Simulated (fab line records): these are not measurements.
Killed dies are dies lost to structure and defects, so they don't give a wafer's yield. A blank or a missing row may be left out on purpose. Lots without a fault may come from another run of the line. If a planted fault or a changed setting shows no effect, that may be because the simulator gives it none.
A lot that was struck, set against a sound lot / flow gf180mcu / 14 steps out of a route of 602
Sound: the wafers L730.1, L730.2, L730.4. Struck: wafers L737.1, L737.2, L737.5. The cause is given at the end.
Order at every step that has rows: each side's tool, ch and its chambers, its first start. Under that, the readings that differ: sound wafers / struck wafers / difference of the means / sigmas: that difference in standard deviations of wafers without a fault.
alike: same words and numbers on both sides, and readings whose means sit less than 2 such deviations apart. not compared: any withheld reading, any reading some wafer has no value for, any bound like >300 that may hide the same value, and any number with overlapping values for which the record gives no deviation.
A row with sigmas, a row that says differs or no value, or rows on one side alone: a step with any of these is where the two part. Numbers that don't overlap but have no deviation are shown without sigmas and don't part them. A reading that every wafer of one side lacks parts them only if that side has two wafers or more.

first, 1 step without rows for these wafers: GF_V4_ETCH_16 (etches BARC in N2/H2).
GF_V4_ETCH_17: etches SiO2 in C4F8/O2/Ar, stops on TiN, target depth 630 nm.
  sound: rie-diel-01 ch 2,3; struck: rie-diel-02 ch 0,1,3
  alike: oes-product-au, rf-fwd-power-W
then, 4 steps without rows for these wafers: GF_V4_STRIP_18 (strips in O2/N2); GF_V4_STRIP_19 (strips in post etch residue remover, time 1200 s); GF_V4_CLEAN_20 (cleans in DIW); GF_V4_SPUTTER_21 (material Ti, target thk 15 nm, time 80.02 s).
GF_V4_SPUTTER_22: material TiN, target thk 10 nm, time 40 s.
  struck on pvd-sputter-02, day 29 03:32; sound on pvd-sputter-03, day 27 15:05
  alike: cathode-dc-power-W, chamber-pressure-pa, throttle-valve-pct
GF_V4_CVD_23: deposits W, target thk 350 nm, time 104.9 s.
  sound on cvd-w-01 ch 0,1, day 27 15:07; struck on cvd-w-01 ch 0,1, day 29 03:35
  alike: heater-power-w
GF_V4_RS_MEAS_24: the measuring method here is four-point-probe.
  struck on film-metro-02, day 29 03:41; sound on film-metro-02, day 27 15:14
  alike: V4_W_RS
GF_V4_THK_MEAS_25: measures by xrf.
  struck on film-metro-02, day 29 03:49; sound on film-metro-02, day 27 15:21
  alike: V4_W_THK
then, 1 step without rows for these wafers: GF_V4_CMP_26 (polishes, stops on SiO2, t overpolish 15 s, target thk 0 nm).
GF_MIM_SPUTTER_00: material Ti, target thk 37.5 nm, time 150 s.
  struck on pvd-sputter-04, day 29 04:10; sound on pvd-sputter-02, day 27 15:43
  alike: cathode-dc-power-W, chamber-pressure-pa, throttle-valve-pct
GF_MIM_SPUTTER_01: material TiN, target thk 30 nm, time 25 s.
  struck on pvd-sputter-04, day 29 04:16; sound on pvd-sputter-02, day 27 15:49
  no value came back on the struck wafers for cathode-dc-power-W (W), chamber-pressure-pa (Pa), throttle-valve-pct (%); on the sound wafers cathode-dc-power-W (W) reads 6500.9 6499.1 6500.9
GF_MIM_SPUTTER_02: material AlCu, target thk 450 nm, time 23.9 s.
  struck on pvd-sputter-04, day 29 04:18; sound on pvd-sputter-02, day 27 15:50
  alike: cathode-dc-power-W, chamber-pressure-pa, throttle-valve-pct

WHERE THEY PART
At GF_MIM_SPUTTER_01 and nowhere else, as far as this record goes. Later steps at which nothing parts them and some readings are alike: GF_MIM_SPUTTER_02.

WHY: whatever the simulator had introduced
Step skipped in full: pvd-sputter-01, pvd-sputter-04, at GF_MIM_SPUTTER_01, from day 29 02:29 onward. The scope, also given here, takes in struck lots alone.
